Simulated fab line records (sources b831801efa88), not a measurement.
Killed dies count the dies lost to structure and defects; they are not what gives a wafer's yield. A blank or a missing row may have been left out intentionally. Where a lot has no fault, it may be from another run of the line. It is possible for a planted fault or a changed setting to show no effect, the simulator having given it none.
The tool behind it: which one? / flow sky130 / 33 wafers from 11 lots sampled at 2 of the route's 708 steps

WHAT THE GAUGES SHOWED, per wafer
SKY_VIA2_THK_MEAS_01.
lot=L619; measured=day 35 00:29; on=film_metro-03; VIA2_HDPCVD_THK (nm)=1184 1180 1168
lot=L620; measured=day 35 13:50; on=film_metro-03; VIA2_HDPCVD_THK (nm)=1164 1175 1172
lot=L623; measured=day 36 12:56; on=film_metro-01; VIA2_HDPCVD_THK (nm)=1175 1175 1176
lot=L626; measured=day 37 06:36; on=film_metro-03; VIA2_HDPCVD_THK (nm)=1171 1183 1166
lot=L629; measured=day 38 17:41; on=film_metro-02; VIA2_HDPCVD_THK (nm)=1166 1198 1157
lot=L630; measured=day 39 00:29; on=film_metro-03; VIA2_HDPCVD_THK (nm)=1178 1182 1185
lot=L632; measured=day 39 09:44; on=film_metro-01; VIA2_HDPCVD_THK (nm)=1196 1198 1203
lot=L637; measured=day 40 13:28; on=film_metro-03; VIA2_HDPCVD_THK (nm)=1174 1183 1185
lot=L640; measured=day 41 06:25; on=film_metro-03; VIA2_HDPCVD_THK (nm)=1193 1189 1188
lot=L641; measured=day 41 08:14; on=film_metro-03; VIA2_HDPCVD_THK (nm)=1181 1175 1205
lot=L642; measured=day 41 18:21; on=film_metro-01; VIA2_HDPCVD_THK (nm)=1179 1175 1185

EACH LOT AND THE TOOL THAT RAN IT (in order: tool; ch and the chambers of the sampled wafers; start)
lot=L619; SKY_METAL2_ETCH_18=rie_metal-02 ch 0,1, day 34 23:37
lot=L620; SKY_METAL2_ETCH_18=rie_metal-01 ch 0,1, day 35 12:55
lot=L623; SKY_METAL2_ETCH_18=rie_metal-02 ch 0,1, day 36 11:55
lot=L626; SKY_METAL2_ETCH_18=rie_metal-01 ch 0,1, day 37 05:43
lot=L629; SKY_METAL2_ETCH_18=rie_metal-02 ch 0,1, day 38 16:49
lot=L630; SKY_METAL2_ETCH_18=rie_metal-01 ch 1, day 38 23:37
lot=L632; SKY_METAL2_ETCH_18=rie_metal-04 ch 0,1, day 39 08:49
lot=L637; SKY_METAL2_ETCH_18=rie_metal-02 ch 0,1, day 40 12:34
lot=L640; SKY_METAL2_ETCH_18=rie_metal-01 ch 0,1, day 41 05:26
lot=L641; SKY_METAL2_ETCH_18=rie_metal-01 ch 0,1, day 41 07:19
lot=L642; SKY_METAL2_ETCH_18=rie_metal-02 ch 0,1, day 41 17:29
- SKY_METAL2_ETCH_18: etches BARC in N2/H2, stops on SiO2, time 45.9 s, target depth 60 nm.

THE ANSWER, worked out from the rows above alone
Rule: the lots themselves supply what counts as usual. Put in order of their means at a reading, lots are off if they are a third of the lots or fewer, leave a main group of 4 or more, and stand apart from it by a gap of 3 or more times the standard deviation of the main group's means; of several such gaps the widest counts. A main group whose means are all the same, to the digits that the tables above print for the reading, isn't used. A lot without any number at a reading at which 4 lots or more have one is off too. Any other lot the step has rows for is counted as sound.
None of the lots is off at any reading shown; this tells nothing.

WHAT THE SIMULATOR HAD PUT IN
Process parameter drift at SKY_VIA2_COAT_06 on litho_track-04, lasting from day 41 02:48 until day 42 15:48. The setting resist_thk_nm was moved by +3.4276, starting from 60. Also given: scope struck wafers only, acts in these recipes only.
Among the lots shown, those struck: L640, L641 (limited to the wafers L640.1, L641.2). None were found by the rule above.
